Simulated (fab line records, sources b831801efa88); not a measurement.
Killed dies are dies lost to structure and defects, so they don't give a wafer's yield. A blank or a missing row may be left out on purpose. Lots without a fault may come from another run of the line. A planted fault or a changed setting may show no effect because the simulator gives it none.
Problem report in the 8D (eight disciplines) form, filled by code | flow sky130 | the parts of the form that need people (team, actions taken, sign-off) are left out

1. THE PROBLEM
strip_time_to_endpoint_s at SKY_CONTACT_STRIP_19 reads a mean of 3.378 s on 1 wafer of 1 lot; wafers without a fault read 3.619 s with a standard deviation of 0.028. That is -8.6 standard deviations from the usual mean.
The step: strips in O2/N2.
First seen on wafer L634.2, day 36 06:10, on plasma_asher-02. The record holds 15 wafers of 5 lots with a number at this step. Rule for "out", or "out of limits": more than 4 standard deviations from the usual mean. The other wafers with a number count as sound.

2. WHAT IT IS AND WHAT IT IS NOT
question                    | is                       | is not
which readings at this step | strip_time_to_endpoint_s | drypump_motor_current_A, oes_product_au
which lots                  | L634                     | L620, L624, L636, L641
which wafers of those lots  | L634.2                   | L634.4, L634.5
read on which tools         | plasma_asher-02          | plasma_asher-03
when                        | from day 36 06:10        | up to then (8 sound wafers); but 6 sound wafers of L636, L641 came after

3. SUSPECTS, AND WHAT RULES EACH OUT
Counting: a tool at a process step up to the reading stays a suspect if it ran every lot that is out. Sound lots after the first of them don't rule it out here, since some wafers of a struck lot are sound.
- cmp-01 at SKY_CONTACT_CMP_04 (polishes SiO2): kept. It ran the lot that is out, L634 (day 35 04:21); its last sound lot up to then is L620 (day 30 21:05).
- rie_diel-01 at SKY_CONTACT_ETCH_16 (etches BARC in N2/H2, stops on SiO2, time 45.9 s, target depth 60 nm): kept. It ran the lot that is out, L634 (day 36 06:02); its last sound lot up to then is L624 (day 33 13:42).
- rie_diel-01 at SKY_CONTACT_ETCH_17 (etches SiO2 in C4F8/O2/Ar, stops on Si3N4, target depth 340 nm): kept. It ran the lot that is out, L634 (day 36 06:04); its last sound lot up to then is L624 (day 33 13:45).
- rie_diel-01 at SKY_CONTACT_ETCH_18 (etches Si3N4 in CHF3/O2, stops on TiN, time 39 s, target depth 75 nm): kept. It ran the lot that is out, L634 (day 36 06:10); its last sound lot up to then is L624 (day 33 13:50). SKY_CONTACT_ETCH_18 gives no start for some lots, so the hours and the order of its lots are those of SKY_CONTACT_STRIP_19.
- plasma_asher-02 at SKY_CONTACT_STRIP_19 (strips in O2/N2): kept. It ran the lot that is out, L634 (day 36 06:10). Its own readings are out on those wafers: strip_time_to_endpoint_s.
- Within cmp-01 at SKY_CONTACT_CMP_04: the wafers that are out ran in chamber 0; their sound lot-mates ran in chamber 3.
- Within rie_diel-01 at SKY_CONTACT_ETCH_16: the wafers that are out ran in chamber 1; their sound lot-mates ran in chamber 2.
- Within rie_diel-01 at SKY_CONTACT_ETCH_17: the wafers that are out ran in chamber 1; their sound lot-mates ran in chamber 2.
- Within rie_diel-01 at SKY_CONTACT_ETCH_18: the wafers that are out ran in chamber 1; their sound lot-mates ran in chamber 2.
Left after counting: cmp-01 at SKY_CONTACT_CMP_04, rie_diel-01 at SKY_CONTACT_ETCH_16, rie_diel-01 at SKY_CONTACT_ETCH_17, rie_diel-01 at SKY_CONTACT_ETCH_18, plasma_asher-02 at SKY_CONTACT_STRIP_19.

4. THE CAUSE (what the simulator had put in)
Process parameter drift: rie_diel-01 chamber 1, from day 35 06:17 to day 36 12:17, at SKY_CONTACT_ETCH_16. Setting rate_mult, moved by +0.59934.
Counting left 5 suspects, and this tool is among them.

5. THE CHAIN OF EFFECTS, in route order
Each row: a reading whose mean over the struck wafers that have a number lies more than 3 standard deviations from the usual. Only readings for which the record gives a usual standard deviation are gone through. hours: the time from each lot's start at the first step in this table that gives one to its start at this step, as a median over the lots. sigmas: the change in usual standard deviations.
hours | step                 | reading                  | usual   | on struck wafers | change | sigmas
0     | SKY_CONTACT_STRIP_19 | strip_time_to_endpoint_s | 3.619 s | 3.378            | -0.241 | -8.6
The process steps in it:
- SKY_CONTACT_STRIP_19: strips in O2/N2.

6. WHAT WOULD HAVE CAUGHT IT SOONER
In this record the first reading out of limits was taken at day 36 06:10, 24 hours after the fault began at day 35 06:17.
Of the tool readings at SKY_CONTACT_ETCH_16 for which the record gives a usual standard deviation, none was out on any struck wafer, so an alarm limit of 4 standard deviations on them would not have fired.
All the lots that are out (1) had begun SKY_CONTACT_ETCH_16 on rie_diel-01 by day 36 06:10. A hold on the tool at that time would have spared none of them.
